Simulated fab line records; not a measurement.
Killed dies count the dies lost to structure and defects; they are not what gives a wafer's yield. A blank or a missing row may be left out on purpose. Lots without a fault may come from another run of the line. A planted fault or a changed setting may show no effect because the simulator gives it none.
Chamber matching    flow sky130    pecvd-04 running SKY_CAP2M_CVD_00: 3 sister chambers
The step deposits SiO2, target thk 15.5 nm. 6 wafers are shown with their chamber, then 11 later ones without.

WAFERS PAIRED WITH THEIR CHAMBERS
wafer   chamber  heater power w (W)
L077.6  1        553
L080.1  1        501
L089.6  2        730
L092.2  2        629
L092.4  0        601
L093.2  0        647

WAFERS WITHOUT THEIR CHAMBER
wafer   heater power w (W)
L093.4  729
L093.6  542
L094.1  605
L094.2  725
L094.3  613
L094.4  715
L094.5  732
L094.6  615
L097.1  635
L097.2  621
L097.6  633

THE CHAMBER EACH PASSED THROUGH
wafer   from the rows above           in truth
L093.4  can't be placed: 2 or 0       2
L093.6  can't be placed: 1 or 0       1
L094.1  can't be placed: 0 or 2 or 1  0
L094.2  can't be placed: 2 or 0       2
L094.3  can't be placed: 0 or 2 or 1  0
L094.4  can't be placed: 2 or 0       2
L094.5  can't be placed: 2 or 0       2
L094.6  can't be placed: 0 or 2 or 1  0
L097.1  can't be placed: 0 or 2 or 1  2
L097.2  can't be placed: 0 or 2 or 1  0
L097.6  can't be placed: 0 or 2 or 1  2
Placed correctly: 0 of 11. Can't be placed from these rows: 11 (the true chamber is among the candidates in 11). Wrongly placed: 0.
How it was worked out, from the rows above alone: a wafer's distance from a chamber is the root of the sum, over the readings, of the square of ((its reading less the chamber's mean) divided by the reading's scatter). The wafer belongs to the nearest chamber; if the next one is less than 2 further off, it can't be placed. The mean given for a chamber averages the wafers shown for that chamber. How the scatter is found: for the shown wafers, subtract from each reading the mean of its chamber, square and add these, divide the total by (wafers less chambers), then take the root.
